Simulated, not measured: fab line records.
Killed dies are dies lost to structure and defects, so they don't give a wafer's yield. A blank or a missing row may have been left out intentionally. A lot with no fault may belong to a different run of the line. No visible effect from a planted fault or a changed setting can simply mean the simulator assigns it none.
What tool caused it? / flow sky130 / 30 wafers from 10 lots sampled at 4 of the route's 708 steps

WHAT EACH GAUGE READ, for each wafer
SKY_SD_P_TW_MEAS_11.
lot=L655; measured=day 26 16:50; on=filmMetro-03; SD_P_TW=2875 2860 2873
lot=L657; measured=day 27 10:02; on=filmMetro-01; SD_P_TW=2813 2795 2797
lot=L659; measured=day 28 00:04; on=filmMetro-01; SD_P_TW=2790 2792 2800
lot=L660; measured=day 28 17:32; on=filmMetro-01; SD_P_TW=2806 2797 2806
lot=L662; measured=day 29 00:55; on=filmMetro-01; SD_P_TW=2810 2807 2811
lot=L665; measured=day 30 08:16; on=filmMetro-01; SD_P_TW=2820 2808 2818
lot=L667; measured=day 32 10:05; on=filmMetro-03; SD_P_TW=2857 2863 2867
lot=L670; measured=day 32 12:19; on=filmMetro-04; SD_P_TW=2845 2842 2853
lot=L671; measured=day 32 16:34; on=filmMetro-01; SD_P_TW=2963 2962 2976 2962 2970 2955
lot=L674; measured=day 33 07:07; on=filmMetro-04; SD_P_TW=3022 3022 3013 3006 3027 3031

WHICH TOOL RAN EACH LOT (tool, then ch and the chambers of the sampled wafers, then the start)
lot=L655; SKY_LDD_LDN_STRIP_12=plasmaAsher-02 ch 0,1, day 24 03:37; SKY_SD_P_IMPLANT_09=implanter-04 ch 0, day 26 16:37; SKY_SD_P_STRIP_10=plasmaAsher-02 ch 0,1, day 26 16:45
lot=L657; SKY_LDD_LDN_STRIP_12=plasmaAsher-01 ch 0,1, day 24 21:52; SKY_SD_P_IMPLANT_09=implanter-02 ch 0, day 27 09:49; SKY_SD_P_STRIP_10=plasmaAsher-04 ch 0,1, day 27 09:56
lot=L659; SKY_LDD_LDN_STRIP_12=plasmaAsher-04 ch 0,1, day 25 12:53; SKY_SD_P_IMPLANT_09=implanter-03 ch 0, day 27 23:50; SKY_SD_P_STRIP_10=plasmaAsher-03 ch 0,1, day 27 23:58
lot=L660; SKY_LDD_LDN_STRIP_12=plasmaAsher-04 ch 0,1, day 26 06:20; SKY_SD_P_IMPLANT_09=implanter-02 ch 0, day 28 17:20; SKY_SD_P_STRIP_10=plasmaAsher-03 ch 0,1, day 28 17:26
lot=L662; SKY_LDD_LDN_STRIP_12=plasmaAsher-02 ch 0,1, day 26 13:57; SKY_SD_P_IMPLANT_09=implanter-03 ch 0, day 29 00:40; SKY_SD_P_STRIP_10=plasmaAsher-03 ch 0,1, day 29 00:49
lot=L665; SKY_LDD_LDN_STRIP_12=plasmaAsher-01 ch 0,1, day 27 22:41; SKY_SD_P_IMPLANT_09=implanter-03 ch 0, day 30 08:01; SKY_SD_P_STRIP_10=plasmaAsher-02 ch 0,1, day 30 08:10
lot=L667; SKY_LDD_LDN_STRIP_12=plasmaAsher-01 ch 0,1, day 30 00:32; SKY_SD_P_IMPLANT_09=implanter-04 ch 0, day 32 09:52; SKY_SD_P_STRIP_10=plasmaAsher-03 ch 0,1, day 32 09:59
lot=L670; SKY_LDD_LDN_STRIP_12=plasmaAsher-01 ch 0,1, day 30 02:02; SKY_SD_P_IMPLANT_09=implanter-02 ch 0, day 32 12:04; SKY_SD_P_STRIP_10=plasmaAsher-04 ch 0,1, day 32 12:13
lot=L671; SKY_LDD_LDN_STRIP_12=plasmaAsher-04 ch 0,1, day 30 06:59; SKY_SD_P_IMPLANT_09=implanter-04 ch 0, day 32 16:20; SKY_SD_P_STRIP_10=plasmaAsher-04 ch 0,1, day 32 16:28
lot=L674; SKY_LDD_LDN_STRIP_12=plasmaAsher-01 ch 0,1, day 30 23:45; SKY_SD_P_IMPLANT_09=implanter-04 ch 0, day 33 06:53; SKY_SD_P_STRIP_10=plasmaAsher-02 ch 0,1, day 33 07:01
- SKY_LDD_LDN_STRIP_12: strips in O2/N2.
- SKY_SD_P_IMPLANT_09
- SKY_SD_P_STRIP_10: strips in O2/N2.

THE ANSWER, worked out from the rows above alone
Rule: the usual values come from the lots themselves. Put in order of their means at a reading, lots are off if they are a third of the lots or fewer, leave a main group of 4 or more, and stand apart from it by a gap of 3 or more times the standard deviation of the main group's means; of several such gaps the widest counts. Not used: any main group whose means are identical at the precision the tables above print for the reading. Also off: a lot with no number at a reading for which 4 or more lots have one. Any other lot the step has rows for is counted as sound.
Off: at SKY_SD_P_TW_MEAS_11 (SD_P_TW), L671, L674. Mean 2825 and standard deviation 28 in the main group.
If a tool, at a process step before that reading, ran all the lots that are off and no sound lot after the first of them, it fits. Those tools and the gauges at SKY_SD_P_TW_MEAS_11 are tried in the same way. One fits: implanter-04 at SKY_SD_P_IMPLANT_09. A fault onset in the window from L667 (day 32 09:52, its last sound lot) to L671 (day 32 16:20, its first lot off) fits.

WHAT THE SIMULATOR HAD INSERTED
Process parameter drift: implanter-04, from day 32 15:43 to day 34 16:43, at SKY_SD_P_IMPLANT_09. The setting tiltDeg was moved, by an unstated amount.
Lots struck among those shown: L671, L674. The rule given above showed the same thing.
